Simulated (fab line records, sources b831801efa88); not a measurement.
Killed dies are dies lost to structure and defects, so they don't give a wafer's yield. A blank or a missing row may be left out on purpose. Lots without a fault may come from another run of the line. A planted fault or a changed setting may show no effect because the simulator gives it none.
One fault seen from 2 desks | flow gf180mcu | each desk has only its own numbers; what lay behind them comes last

THE METROLOGY DESK
What the gauges read, lot by lot, whatever tool the lot ran on: means of the sampled wafers that have a number. A lot is out of limits, marked OUT, if its mean lies more than 4 standard deviations from the usual mean; the brackets give that distance.
Columns: A = M5_OVL at GF_M5_OVL_MEAS_08, usual 3 nm; B = cd_nm at GF_TOP_METAL_CD_MEAS_14, usual 440.1 nm; C = PASSIVATION_CVD_02_THK at GF_PASSIVATION_THK_MEAS_03, usual 701 nm
lot  | first seen here | A  | B     | C
L741 | day 26 16:32    | 4  | 440.0 | 704
L743 | day 27 09:53    | 2  | 438.0 | 704
L746 | day 28 10:04    | 3  | 441.4 | 700
L748 | day 28 12:19    | 5  | 439.2 | 695
L747 | day 28 13:37    | 6  | 439.7 | 694
L749 | day 29 05:37    | 5  | 437.8 | 702
L750 | day 29 07:04    | -3 | 440.0 | 700
L753 | day 30 09:04    | 1  | 442.9 | 705
L757 | day 31 02:16    | 3  | 438.9 | 696
L756 | day 31 04:53    | 3  | 442.2 | 712
L759 | day 31 18:43    | 7  | 439.5 | 688
L760 | day 31 19:43    | 2  | 438.5 | 717
L763 | day 32 15:17    | 3  | 444.5 | 718
L764 | day 33 02:31    | -1 | 436.0 | 704
This desk's finding: nothing out of limits on any of the 14 lots.

THE TOOL OWNER'S DESK: pecvd-04
The tool's own readings at GF_V1_CVD_02 (deposits SiO2 from TEOS, target thk 850 nm, time 94.851 s): means of the sampled wafers that have a number, for each lot that ran on this tool. A lot is out of limits, marked OUT, if its mean lies more than 4 standard deviations from the usual mean; the brackets give that distance.
Columns: A = heater_power_w at GF_V1_CVD_02, usual 638 W
lot  | first seen here | A
L747 | day 19 18:50    | 588
L750 | day 20 18:05    | 603
L756 | day 23 00:16    | 624
L759 | day 23 20:00    | 596
L763 | day 24 20:40    | 531
This desk's finding: nothing out of limits on any of the 5 lots.

PUT TOGETHER
The metrology desk saw nothing out of limits.
The tool owner's desk saw nothing out of limits.

WHAT THE SIMULATOR HAD PUT IN
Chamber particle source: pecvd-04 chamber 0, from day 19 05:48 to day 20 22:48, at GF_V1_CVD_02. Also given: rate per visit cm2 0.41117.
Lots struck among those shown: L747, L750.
